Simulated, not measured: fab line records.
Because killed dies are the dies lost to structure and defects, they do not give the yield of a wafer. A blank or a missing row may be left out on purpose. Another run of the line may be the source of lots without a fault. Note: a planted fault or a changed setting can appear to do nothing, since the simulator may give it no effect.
Chamber matching ; flow gf180mcu ; GF_STI_CMP_25 on cmp-01 has 4 sister chambers
The step polishes, stops on Si3N4, t overpolish 33 s, target thk 524.6 nm. 8 wafers are shown with their chamber, then 9 later ones without.

== WAFERS PAIRED WITH THEIR CHAMBERS ==
wafer;chamber;motor_current_A (A);time_to_endpoint_s (s)
L678.1;1;12.3;121
L678.3;3;10.3;129
L678.5;3;9.7;124
L680.3;1;13.1;127
L681.1;0;11.6;122
L681.5;2;11.2;120
L682.1;2;10.9;119
L682.2;0;11.8;118

== WAFERS WITHOUT THEIR CHAMBER ==
wafer;motor_current_A (A);time_to_endpoint_s (s)
L682.5;13.6;115
L690.1;10.9;120
L690.5;11.6;124
L692.2;13.0;127
L692.4;11.1;126
L692.5;10.4;126
L693.2;12.5;122
L693.4;10.3;122
L693.6;13.1;117

== CHAMBER TAKEN BY EACH ==
wafer;from the rows above;in truth
L682.5;can't be placed: 1 or 0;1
L690.1;can't be placed: 2 or 0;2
L690.5;can't be placed: 0 or 2 or 1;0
L692.2;1;1
L692.4;can't be placed: 2 or 0 or 3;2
L692.5;can't be placed: 3 or 2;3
L693.2;can't be placed: 1 or 0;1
L693.4;can't be placed: 3 or 2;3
L693.6;can't be placed: 1 or 0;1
Correct placement for 1 of the 9. Cannot be placed on the basis of these rows: 8; the candidates contain the true chamber in 8. Wrongly placed: 0.
How it was worked out, from the rows above alone: a wafer's distance from a chamber is the root of the sum, over the readings, of the square of ((its reading less the chamber's mean) divided by the reading's scatter). The wafer belongs to the nearest chamber; if the next one is less than 2 further off, it can't be placed. The mean given for a chamber averages the wafers shown for that chamber. The scatter: take each reading less its chamber's mean, square it, sum over the shown wafers, divide by the number of wafers less the number of chambers, and take the root.
